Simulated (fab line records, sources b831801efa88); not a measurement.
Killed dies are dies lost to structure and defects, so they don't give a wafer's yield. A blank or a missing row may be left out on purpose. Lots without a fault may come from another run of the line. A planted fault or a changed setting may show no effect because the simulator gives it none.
Which tool did it? | flow gf180mcu | 12 lots, 36 wafers sampled, at 6 steps of a route of 602

WHAT THE GAUGES READ, wafer by wafer
GF_V2_THK_MEAS_01.
lot  | measured     | on            | V2_CVD_00_THK (nm)
L768 | day 19 02:19 | film_metro-04 | 597 595 599
L769 | day 19 08:30 | film_metro-04 | 602 597 604
L773 | day 21 02:45 | film_metro-04 | 599 593 592
L775 | day 21 22:55 | film_metro-01 | 601 597 608
L777 | day 22 16:19 | film_metro-02 | 609 604 606
L778 | day 23 02:45 | film_metro-01 | 613 607 607
L781 | day 24 06:22 | film_metro-02 | 598 598 599
L783 | day 24 18:50 | film_metro-01 | 606 596 598
L788 | day 26 08:53 | film_metro-04 | 601 600 601
L789 | day 26 11:04 | film_metro-01 | 603 604 594
L790 | day 26 18:23 | film_metro-04 | 591 590 591
L791 | day 27 04:23 | film_metro-04 | 598 597 595

GF_V2_OVL_MEAS_15.
lot  | measured     | on         | V2_OVL (nm)
L768 | day 20 02:38 | overlay-01 | -2 1 4
L769 | day 20 09:23 | overlay-02 | -5 -5 -4
L773 | day 22 03:22 | overlay-01 | -7 -6 -4
L775 | day 22 22:50 | overlay-02 | 2 13 11
L777 | day 23 16:07 | overlay-02 | 2 6 10
L778 | day 24 01:29 | overlay-02 | 1 -3 0
L781 | day 25 05:05 | overlay-02 | -8 -6 -9
L783 | day 25 17:28 | overlay-02 | -8 -12 -12
L788 | day 27 05:47 | overlay-01 | -7 -6 -2
L789 | day 27 07:56 | overlay-01 | -10 -2 -6
L790 | day 27 15:16 | overlay-01 | -6 -8 -6
L791 | day 28 00:46 | overlay-01 | -5 -4 -2

GF_M3_RS_MEAS_05: measures by four-point-probe.
lot  | measured     | on            | M3_ALCU_RS (ohm/sq)
L768 | day 20 04:17 | film_metro-01 | 0.0704 0.0702 0.0703
L769 | day 20 11:02 | film_metro-03 | 0.0705 0.0694 0.0695
L773 | day 22 04:59 | film_metro-04 | 0.0702 0.0698 0.0693
L775 | day 23 00:31 | film_metro-04 | 0.0791 0.0686 0.0797
L777 | day 23 17:44 | film_metro-04 | 0.0702 0.0801 0.0697
L778 | day 24 03:06 | film_metro-03 | 0.0693 0.0686 0.0685
L781 | day 25 06:44 | film_metro-03 | 0.0690 0.0701 0.0696
L783 | day 25 19:07 | film_metro-04 | 0.0697 0.0704 0.0705
L788 | day 27 07:24 | film_metro-01 | 0.0698 0.0696 0.0706
L789 | day 27 09:34 | film_metro-03 | 0.0692 0.0695 0.0697
L790 | day 27 17:06 | film_metro-01 | 0.0689 0.0682 0.0695
L791 | day 28 02:25 | film_metro-01 | 0.0696 0.0692 0.0691

GF_M3_THK_MEAS_06: measures by xrf.
lot  | measured     | on            | M3_ALCU_THK (nm)
L768 | day 20 04:23 | film_metro-01 | 442 443 439
L769 | day 20 11:10 | film_metro-03 | 440 446 447
L773 | day 22 05:06 | film_metro-04 | 442 443 447
L775 | day 23 00:38 | film_metro-04 | 399 453 395
L777 | day 23 17:51 | film_metro-04 | 438 395 443
L778 | day 24 03:13 | film_metro-03 | 448 451 452
L781 | day 25 06:50 | film_metro-03 | 451 447 446
L783 | day 25 19:12 | film_metro-04 | 449 443 440
L788 | day 27 07:31 | film_metro-01 | 446 447 440
L789 | day 27 09:40 | film_metro-03 | 446 447 444
L790 | day 27 17:13 | film_metro-01 | 450 454 447
L791 | day 28 02:32 | film_metro-01 | 447 452 454

WHICH TOOL RAN EACH LOT (tool, then ch and the chambers of the sampled wafers, then the start)
lot  | GF_V2_SPUTTER_22             | GF_M3_SPUTTER_02
L768 | pvd_sputter-02, day 20 03:25 | pvd_sputter-03, day 20 04:10
L769 | pvd_sputter-02, day 20 10:11 | pvd_sputter-03, day 20 10:57
L773 | pvd_sputter-01, day 22 04:08 | pvd_sputter-02, day 22 04:53
L775 | pvd_sputter-02, day 22 23:35 | pvd_sputter-02, day 23 00:20
L777 | pvd_sputter-03, day 23 16:53 | pvd_sputter-02, day 23 17:38
L778 | pvd_sputter-02, day 24 02:15 | pvd_sputter-04, day 24 03:01
L781 | pvd_sputter-01, day 25 05:50 | pvd_sputter-04, day 25 06:36
L783 | pvd_sputter-02, day 25 18:12 | pvd_sputter-04, day 25 18:58
L788 | pvd_sputter-02, day 27 06:33 | pvd_sputter-02, day 27 07:19
L789 | pvd_sputter-01, day 27 08:41 | pvd_sputter-04, day 27 09:26
L790 | pvd_sputter-01, day 27 16:04 | pvd_sputter-02, day 27 17:01
L791 | pvd_sputter-02, day 28 01:34 | pvd_sputter-04, day 28 02:19
- GF_V2_SPUTTER_22: material TiN, target thk 10 nm, time 40 s.
- GF_M3_SPUTTER_02: material AlCu, target thk 450 nm, time 23.9 s.

WHAT THE TOOLS THEMSELVES READ (means of the sampled wafers that have a number; where no wafer has one, the mark that the record gives instead)
GF_V2_SPUTTER_22.
lot  | tool           | throttle_valve_pct (%)
L768 | pvd_sputter-02 | 31.0
L769 | pvd_sputter-02 | 31.1
L773 | pvd_sputter-01 | 29.7
L775 | pvd_sputter-02 | 30.2
L777 | pvd_sputter-03 | 31.2
L778 | pvd_sputter-02 | 30.5
L781 | pvd_sputter-01 | 28.5
L783 | pvd_sputter-02 | 30.3
L788 | pvd_sputter-02 | 31.1
L789 | pvd_sputter-01 | 28.4
L790 | pvd_sputter-01 | 29.5
L791 | pvd_sputter-02 | 30.7

GF_M3_SPUTTER_02.
lot  | tool           | throttle_valve_pct (%)
L768 | pvd_sputter-03 | 30.3
L769 | pvd_sputter-03 | 31.1
L773 | pvd_sputter-02 | 30.3
L775 | pvd_sputter-02 | 30.1
L777 | pvd_sputter-02 | 30.5
L778 | pvd_sputter-04 | 30.2
L781 | pvd_sputter-04 | 29.2
L783 | pvd_sputter-04 | 30.3
L788 | pvd_sputter-02 | 31.0
L789 | pvd_sputter-04 | 30.6
L790 | pvd_sputter-02 | 31.1
L791 | pvd_sputter-04 | 29.6

THE ANSWER, worked out from the rows above alone
Rule: what is usual is taken from the lots themselves. Put in order of their means at a reading, lots are off if they are a third of the lots or fewer, leave a main group of 4 or more, and stand apart from it by a gap of 3 or more times the standard deviation of the main group's means; of several such gaps the widest counts. A main group whose means are all the same, to the digits that the tables above print for the reading, isn't used. A lot without any number at a reading at which 4 lots or more have one is off too. The other lots that the step has rows for count as sound. The gauges are gone through in route order, then the tools' own readings, and for those a lot's mean is taken as printed above. The first step at which some lot is off is used, and at that step the reading that is off furthest; a lot without a number counts as furthest.
Off: L775, L777, at GF_M3_RS_MEAS_05 (M3_ALCU_RS). The main group: mean 0.0696 ohm/sq, standard deviation 0.00049.
A tool fits if, at a process step before that reading, it ran every lot that is off, and no sound lot after the first of them. The gauges at GF_M3_RS_MEAS_05 are tried like those tools. None of those tried fits.

WHAT THE SIMULATOR HAD PUT IN
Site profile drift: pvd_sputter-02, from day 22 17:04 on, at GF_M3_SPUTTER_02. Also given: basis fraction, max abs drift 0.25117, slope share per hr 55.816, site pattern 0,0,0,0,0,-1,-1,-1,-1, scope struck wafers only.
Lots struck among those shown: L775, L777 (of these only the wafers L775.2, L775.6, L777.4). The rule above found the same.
